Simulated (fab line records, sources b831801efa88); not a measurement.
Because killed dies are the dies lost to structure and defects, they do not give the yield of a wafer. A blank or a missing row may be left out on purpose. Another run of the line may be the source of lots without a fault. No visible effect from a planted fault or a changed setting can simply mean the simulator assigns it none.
What tool caused it? ; flow sfq line ; 16 lots, 48 wafers sampled, at 4 steps of a route of 325

WHAT THE GAUGES READ, wafer by wafer
SFQ_I1_OVL_MEAS_913.
lot;measured;on;I1_OVL (nm)
L964;day 24 21:11;overlay-01;15 5 12
L966;day 25 00:47;overlay-02;2 -5 -2
L967;day 25 03:11;overlay-02;-10 -5 -2
L968;day 25 04:24;overlay-01;1 6 6
L969;day 25 06:47;overlay-01;7 -2 7
L970;day 25 09:13;overlay-01;6 1 4
L971;day 25 11:35;overlay-01;8 7 7
L972;day 25 12:47;overlay-02;0 -5 8
L974;day 25 18:48;overlay-01;6 14 11
L979;day 26 16:31;overlay-02;5 1 4
L980;day 26 20:07;overlay-02;-1 -1 6
L981;day 26 21:19;overlay-02;0 9 2
L982;day 26 23:16;overlay-01;8 7 -1
L983;day 27 00:28;overlay-01;7 2 2
L984;day 27 01:40;overlay-01;8 10 7
L987;day 40 14:31;overlay-02;8 7 2

SFQ_I2_OVL_MEAS_918.
lot;measured;on;I2_OVL (nm)
L964;day 37 19:24;overlay-01;3 2 -2
L966;day 37 23:00;overlay-02;-10 -3 -5
L967;day 38 01:24;overlay-02;-2 1 -1
L968;day 38 03:49;overlay-02;2 -2 -2
L969;day 38 07:24;overlay-01;148 143 141
L970;day 38 08:37;overlay-02;150 158 149
L971;day 38 11:00;overlay-02;145 148 144
L972;day 38 13:24;overlay-02;151 148 149
L974;day 38 18:36;overlay-02;-10 -10 -12
L979;day 39 05:23;overlay-02;-1 -6 1
L980;day 39 06:35;overlay-02;-5 -8 -8
L981;day 39 07:47;overlay-02;-14 -15 -15
L982;day 39 08:59;overlay-02;-14 -18 -12
L983;day 39 11:23;overlay-02;1 4 3
L984;day 39 15:35;overlay-01;5 6 5
L987;day 44 23:23;overlay-02;-4 5 3

TOOL THAT RAN EACH LOT (tool first, then ch and the chambers of the sampled wafers, then the start)
lot;SFQ_TRILAYER_I1_VIA_BARC_OPEN_VIA_ETCH_071;SFQ_TRILAYER_I2_VIA_LITHO_EXPOSE_068
L964;rie diel-04 ch 0,1,2, day 24 21:13;krf scanner-02 ch 0, day 37 18:06
L966;rie diel-03 ch 0,1,2, day 25 00:49;krf scanner-02 ch 0, day 37 21:30
L967;rie diel-04 ch 2,3, day 25 03:13;krf scanner-02 ch 0, day 37 23:54
L968;rie diel-01 ch 0,1, day 25 04:25;krf scanner-02 ch 0, day 38 02:42
L969;rie diel-03 ch 0,1,2, day 25 06:49;krf scanner-02 ch 0, day 38 05:54
L970;rie diel-04 ch 1,2, day 25 09:13;krf scanner-02 ch 0, day 38 07:42
L971;rie diel-01 ch 0,1, day 25 11:37;krf scanner-02 ch 0, day 38 09:42
L972;rie diel-03 ch 2,3, day 25 12:49;krf scanner-02 ch 0, day 38 11:54
L974;rie diel-04 ch 2,3, day 25 18:49;krf scanner-01 ch 0, day 38 17:29
L979;rie diel-01 ch 2,3, day 26 16:33;krf scanner-01 ch 0, day 39 03:53
L980;rie diel-03 ch 0,1, day 26 20:09;krf scanner-01 ch 0, day 39 05:05
L981;rie diel-01 ch 0,1,3, day 26 21:21;krf scanner-01 ch 0, day 39 06:29
L982;rie diel-04 ch 0,2,3, day 26 23:18;krf scanner-01 ch 0, day 39 07:29
L983;rie diel-03 ch 0,2,3, day 27 00:30;krf scanner-01 ch 0, day 39 09:53
L984;rie diel-04 ch 0,2,3, day 27 01:42;krf scanner-01 ch 0, day 39 14:17
L987;rie diel-04 ch 0,3, day 40 14:34;krf scanner-01 ch 0, day 44 21:53
- SFQ_TRILAYER_I1_VIA_BARC_OPEN_VIA_ETCH_071: etches BARC in O2, target depth 125 nm, time 41.7 s.
- SFQ_TRILAYER_I2_VIA_LITHO_EXPOSE_068: exposes mask I2, target cd 500 nm.

WHAT THE TOOLS THEMSELVES READ (means of the sampled wafers that have a number; where no wafer has one, the mark that the record gives instead)
SFQ_TRILAYER_I1_VIA_BARC_OPEN_VIA_ETCH_071.
lot;tool;drypump motor current A (A);oes product au (a.u.)
L964;rie diel-04;5.6;0.688
L966;rie diel-03;5.6;0.682
L967;rie diel-04;4.8;0.686
L968;rie diel-01;5.3;0.691
L969;rie diel-03;5.6;0.683
L970;rie diel-04;5.3;0.688
L971;rie diel-01;5.4;0.690
L972;rie diel-03;5.8;0.684
L974;rie diel-04;4.9;0.688
L979;rie diel-01;5.9;0.682
L980;rie diel-03;5.7;0.691
L981;rie diel-01;5.5;0.684
L982;rie diel-04;5.4;0.682
L983;rie diel-03;5.7;0.683
L984;rie diel-04;5.4;0.685
L987;rie diel-04;6.0;0.685

SFQ_TRILAYER_I2_VIA_LITHO_EXPOSE_068.
lot;tool;exposure dose mJ cm2
L964;krf scanner-02;21.309
L966;krf scanner-02;21.317
L967;krf scanner-02;21.316
L968;krf scanner-02;21.321
L969;krf scanner-02;21.328
L970;krf scanner-02;21.293
L971;krf scanner-02;21.302
L972;krf scanner-02;21.292
L974;krf scanner-01;21.301
L979;krf scanner-01;21.283
L980;krf scanner-01;21.295
L981;krf scanner-01;21.290
L982;krf scanner-01;21.287
L983;krf scanner-01;21.306
L984;krf scanner-01;21.287
L987;krf scanner-01;21.287

THE ANSWER, worked out from the rows above alone
Rule: the lots themselves supply what counts as usual. The widest of any qualifying gaps counts: lots, ordered by their means at a reading, are off when they make up no more than a third of the lots, leave a main group of 4 or more, and stand apart from it by 3 or more times the standard deviation of that group's means. If all means in a main group match to the digits the tables above print for the reading, that group is not used. A lot without any number at a reading at which 4 lots or more have one is off too. All remaining lots with rows at the step are treated as sound. First the gauges in route order, then the tools' own readings, where a lot's mean is used as printed above. At the first step where some lot is off, the reading lying furthest off is the one used; lots without a number count as furthest.
Off: L969, L970, L971, L972, seen at SFQ_I2_OVL_MEAS_918 (I2_OVL). Mean -4 nm and standard deviation 6.4 in the main group.
If a tool, at a process step before that reading, ran all the lots that are off and no sound lot after the first of them, it fits. Those tools and the gauges at SFQ_I2_OVL_MEAS_918 are tried in the same way. One candidate fits, namely krf scanner-02 at SFQ_TRILAYER_I2_VIA_LITHO_EXPOSE_068. Its last sound lot is L968 (day 38 02:42), its first lot that is off L969 (day 38 05:54): a fault that began between those two fits.

WHAT THE SIMULATOR HAD PUT IN
Scanner matching overlay: krf scanner-02, from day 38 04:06 on, at SFQ_TRILAYER_I2_VIA_LITHO_EXPOSE_068. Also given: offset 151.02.
Shown lots that were struck: L969, L970, L971, L972. This agrees with what the rule above found.
